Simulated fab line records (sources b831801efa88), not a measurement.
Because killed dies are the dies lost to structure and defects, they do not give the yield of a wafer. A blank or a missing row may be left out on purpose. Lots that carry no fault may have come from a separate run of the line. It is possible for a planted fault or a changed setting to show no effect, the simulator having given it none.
Code-filled problem report in 8D (eight disciplines) form / flow sky130 / the parts of the form that need people (team, actions taken, sign-off) are left out

## 1. THE ISSUE
Mean of cathode_dc_power_W at SKY_METAL5_SPUTTER_03: 2510.2 W across 6 wafers in 2 lots; on wafers with no fault it is 3000.0 W (standard deviation 0.57). So: -99 or more standard deviations from the usual mean.
The step: material Ti, target thk 5 nm, time 3.3 s.
The first sign was on wafer L973.1 at day 45 04:18, on pvd_sputter-02. Wafers with a number at this step in the record: 18, from 6 lots. Rule for "out" (also "out of limits"): further than 4 standard deviations from the usual mean. All remaining wafers that have a number are taken as sound.

## 2. WHAT THIS IS AND IS NOT
question=which readings at this step | is=cathode_dc_power_W | is not=throttle_valve_pct
question=which lots | is=L973, L975 | is not=L966, L978, L980, L987
question=which wafers of those lots | is=all that have a number | is not=-
question=read on which tools | is=pvd_sputter-02 | is not=pvd_sputter-01, pvd_sputter-03
question=when | is=from day 45 04:18 | is not=up to then (3 sound wafers); but 9 sound wafers of L978, L980, L987 came after

## 3. THE SUSPECTS, EACH WITH WHAT RULES IT OUT
Counting: a tool at any process step up to the reading remains a suspect when it ran all the lots that are out and ran no sound lot after the first of those.
- pvd_sputter-02 at SKY_METAL5_SPUTTER_00 (material Ti, target thk 15 nm, time 10 s): ruled out as a lasting fault. The sound lots L987 went through it after L973, its earliest lot that is out (day 45 04:12).
- pvd_sputter-02 at SKY_METAL5_SPUTTER_02 (material AlCu, target thk 1150 nm, time 61.2 s): ruled out as a lasting fault. The sound lots L987 went through it after L973, its earliest lot that is out (day 45 04:15).
- pvd_sputter-02 at SKY_METAL5_SPUTTER_03 (material Ti, target thk 5 nm, time 3.3 s): ruled out as a lasting fault. The sound lots L987 went through it after L973, its earliest lot that is out (day 45 04:18).
Left after counting: nothing in the record.

## 4. THE CAUSE (what the simulator had put in)
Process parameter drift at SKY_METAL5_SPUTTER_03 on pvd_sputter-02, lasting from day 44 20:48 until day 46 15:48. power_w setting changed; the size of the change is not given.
Counting ruled it out, wrongly.

## 5. SEQUENCE OF EFFECTS, ordered by route
Each row: a reading whose mean over the struck wafers that have a number lies more than 3 standard deviations from the usual. Only readings for which the record gives a usual standard deviation are gone through. hours: the time from each lot's start at the first step in this table that gives one to its start at this step, as a median over the lots. sigmas: the change in usual standard deviations.
hours=0; step=SKY_METAL5_SPUTTER_03; reading=cathode_dc_power_W; usual=3000.0 W; on struck wafers=2510.2; change=-489.8; sigmas=-99 or more
Process steps it contains:
- SKY_METAL5_SPUTTER_03: material Ti, target thk 5 nm, time 3.3 s.

## 6. WHAT WOULD HAVE CAUGHT IT SOONER
First out-of-limits reading in this record: day 45 04:18, which is 8 hours after fault onset at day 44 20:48.
